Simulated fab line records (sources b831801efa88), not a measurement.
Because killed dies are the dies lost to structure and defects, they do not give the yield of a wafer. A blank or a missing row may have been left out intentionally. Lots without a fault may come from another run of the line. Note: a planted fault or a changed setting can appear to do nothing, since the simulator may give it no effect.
A struck lot beside a sound one + flow sky130 + 23 steps out of a route of 708
Sound: these wafers, L147.4, L147.5, L147.6. Wafers struck: L159.3, L159.5, L159.6. Last of all comes the cause.
Order at every step that has rows: each side's tool, ch and its chambers, its first start. Under that, the readings that differ: sound wafers + struck wafers + difference of the means + sigmas: that difference in standard deviations of wafers without a fault.
alike: a reading whose means differ by less than 2 such deviations, as well as words and numbers matching on both sides. not compared: withheld readings; readings where some wafer has no value; bounds like >300 that might hide an equal value; numbers whose values overlap and for which the record gives no deviation.
Wherever a step has rows on one side only, a row that says differs or no value, or a row with sigmas, the two part there. Non-overlapping numbers with no deviation appear without sigmas and do not part them. A reading that every wafer of one side lacks parts them only if that side has two wafers or more.

SKY_PASSIVATION_CVD_00: deposits SiO2, target thk 90 nm.
  sound on pecvd-04 ch 0,1,2, day 46 09:38; struck on pecvd-03 ch 1,2, day 49 09:13
  alike: heater-power-w
SKY_PASSIVATION_THK_MEAS_01:
  sound: film-metro-02 at day 46 09:41; struck: film-metro-01 at day 49 09:23
  alike: PASSIVATION_CVD_00_THK
SKY_PASSIVATION_CVD_02: deposits Si3N4, target thk 540 nm.
  sound on pecvd-02 ch 0,1, day 46 09:49; struck on pecvd-02 ch 1,2, day 49 09:25
  alike: heater-power-w
SKY_PASSIVATION_THK_MEAS_03:
  sound: film-metro-02 at day 46 10:06; struck: film-metro-01 at day 49 09:40
  alike: PASSIVATION_CVD_02_THK
then, 7 steps without rows for these wafers: SKY_PASSIVATION_DEHYDRATE_04 (time 60 s); SKY_PASSIVATION_HMDS_05 (prime time 60 s); SKY_PASSIVATION_COAT_06 (resist thk 3000 nm); SKY_PASSIVATION_SOFTBAKE_07; SKY_PASSIVATION_EXPOSE_08 (exposes mask NSM, target cd 3000 nm); SKY_PASSIVATION_PEB_09; SKY_PASSIVATION_DEVELOP_10 (develop time 60 s).
SKY_PASSIVATION_ETCH_11: etches the open film in CF4/O2, stops on AlCu, target depth 725 nm, time 161.1 s.
  sound on rie-diel-01 ch 0,1,3, day 47 06:48; struck on rie-diel-03 ch 0,1, day 50 02:16
  alike: drypump-motor-current-A, oes-product-au, throttle-valve-pct
  not compared: rf-hours-counter-h
SKY_PASSIVATION_STRIP_12: strips in O2/N2.
  sound on plasma-asher-02 ch 0,1, day 47 06:56; struck on plasma-asher-01 ch 0,1, day 50 02:24
  no value came back on the struck wafers for any of 5 readings (chamber-pressure-mTorr (mTorr), drypump-motor-current-A (A) and others); on the sound wafers chamber-pressure-mTorr (mTorr) reads 1499.5 1501.9 1499.5
| reading                                       | sound | struck         | difference | sigmas |
|-----------------------------------------------|-------|----------------|------------|--------|
| model.coat_of_PASSIVATION_COAT_06.thk-nm (nm) | 0 0 0 | 2500 2502 2498 | +2500      |        |
  not compared: rf-hours-counter-h
then, 7 steps without rows for these wafers: SKY_PAD_OPEN_DEHYDRATE_00 (time 60 s); SKY_PAD_OPEN_HMDS_01 (prime time 60 s); SKY_PAD_OPEN_COAT_02 (resist thk 3000 nm); SKY_PAD_OPEN_SOFTBAKE_03; SKY_PAD_OPEN_EXPOSE_04 (exposes mask PDM, target cd 60000 nm); SKY_PAD_OPEN_PEB_05; SKY_PAD_OPEN_DEVELOP_06 (develop time 60 s).
SKY_PAD_OPEN_ETCH_07: etches the open film in CF4/O2, stops on AlCu, target depth 725 nm, time 153.4 s.
  sound on rie-diel-02 ch 0,1,3, day 48 03:02; struck on rie-diel-04 ch 1,2,3, day 50 18:47
  alike: drypump-motor-current-A, oes-product-au, throttle-valve-pct
  not compared: rf-hours-counter-h
SKY_PAD_OPEN_STRIP_08: strips in O2/N2.
  sound on plasma-asher-02 ch 0,1, day 48 03:10; struck on plasma-asher-02 ch 0,1, day 50 18:55
| reading                      | sound             | struck            | difference | sigmas      |
|------------------------------|-------------------|-------------------|------------|-------------|
| oes-product-au (a.u.)        | 0.667 0.661 0.662 | 0.692 0.685 0.693 | +0.027     | +6          |
| strip-time-to-endpoint-s (s) | 37.20 37.17 37.20 | 73.96 73.89 74.00 | +36.76     | +99 or more |
  alike: chamber-pressure-mTorr, drypump-motor-current-A, o2-flow-sccm
  not compared: rf-hours-counter-h
then, 1 step without rows for these wafers: SKY_PAD_OPEN_STRIP_09 (strips in post etch residue remover, time 1200 s).

WHERE THEY PART
At SKY_PASSIVATION_STRIP_12 first; at SKY_PAD_OPEN_STRIP_08 last (within this record only).

WHY: the cause the simulator had injected
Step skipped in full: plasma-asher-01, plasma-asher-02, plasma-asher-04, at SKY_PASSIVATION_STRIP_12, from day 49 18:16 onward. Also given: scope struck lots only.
